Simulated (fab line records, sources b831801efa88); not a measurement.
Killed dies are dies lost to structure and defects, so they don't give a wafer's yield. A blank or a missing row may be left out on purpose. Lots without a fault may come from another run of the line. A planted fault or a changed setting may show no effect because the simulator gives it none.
Chamber matching | flow gf180mcu | GF_POLY_GATE_ETCH_13 on rie_si-02: 4 sister chambers
The step etches poly-Si in HBr/Cl2, stops on SiO2, target depth 198.5 nm, time 69.6 s. 7 wafers are shown with their chamber, then 7 later ones without.

WAFERS WITH THEIR CHAMBER
wafer  | chamber | oes_product_au (a.u.) | rf_fwd_power_W (W)
L609.4 | 2       | 0.991                 | 395.9
L624.2 | 0       | 0.988                 | 396.1
L626.2 | 1       | 0.987                 | 394.9
L626.4 | 3       | 0.987                 | 396.9
L626.5 | 3       | 0.990                 | 397.7
L627.1 | 0       | 0.978                 | 395.5
L627.4 | 1       | 0.984                 | 395.7

WAFERS WITHOUT THEIR CHAMBER
wafer  | oes_product_au (a.u.) | rf_fwd_power_W (W)
L627.5 | 0.999                 | 394.0
L629.3 | 0.981                 | 396.5
L629.4 | 0.991                 | 394.9
L629.5 | 0.987                 | 396.5
L631.1 | 0.993                 | 396.0
L631.3 | 0.984                 | 394.0
L631.4 | 0.996                 | 396.4

WHICH CHAMBER EACH WENT THROUGH
wafer  | from the rows above               | in truth
L627.5 | can't be placed: 1 or 2 or 0      | 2
L629.3 | can't be placed: 0 or 3 or 1 or 2 | 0
L629.4 | can't be placed: 1 or 2 or 0      | 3
L629.5 | can't be placed: 2 or 3 or 0 or 1 | 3
L631.1 | can't be placed: 2 or 1 or 0      | 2
L631.3 | can't be placed: 1 or 0 or 2      | 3
L631.4 | can't be placed: 2 or 3 or 0 or 1 | 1
Placed correctly: 0 of 7. Can't be placed from these rows: 7 (the true chamber is among the candidates in 5). Placed wrongly: 0.
How it was worked out, from the rows above alone: a wafer's distance from a chamber is the root of the sum, over the readings, of the square of ((its reading less the chamber's mean) divided by the reading's scatter). The wafer belongs to the nearest chamber; if the next one is less than 2 further off, it can't be placed. A chamber's mean is the mean of its shown wafers. The scatter: the root of (the sum of the squares of (reading less its chamber's mean) over the shown wafers, divided by (wafers less chambers)).
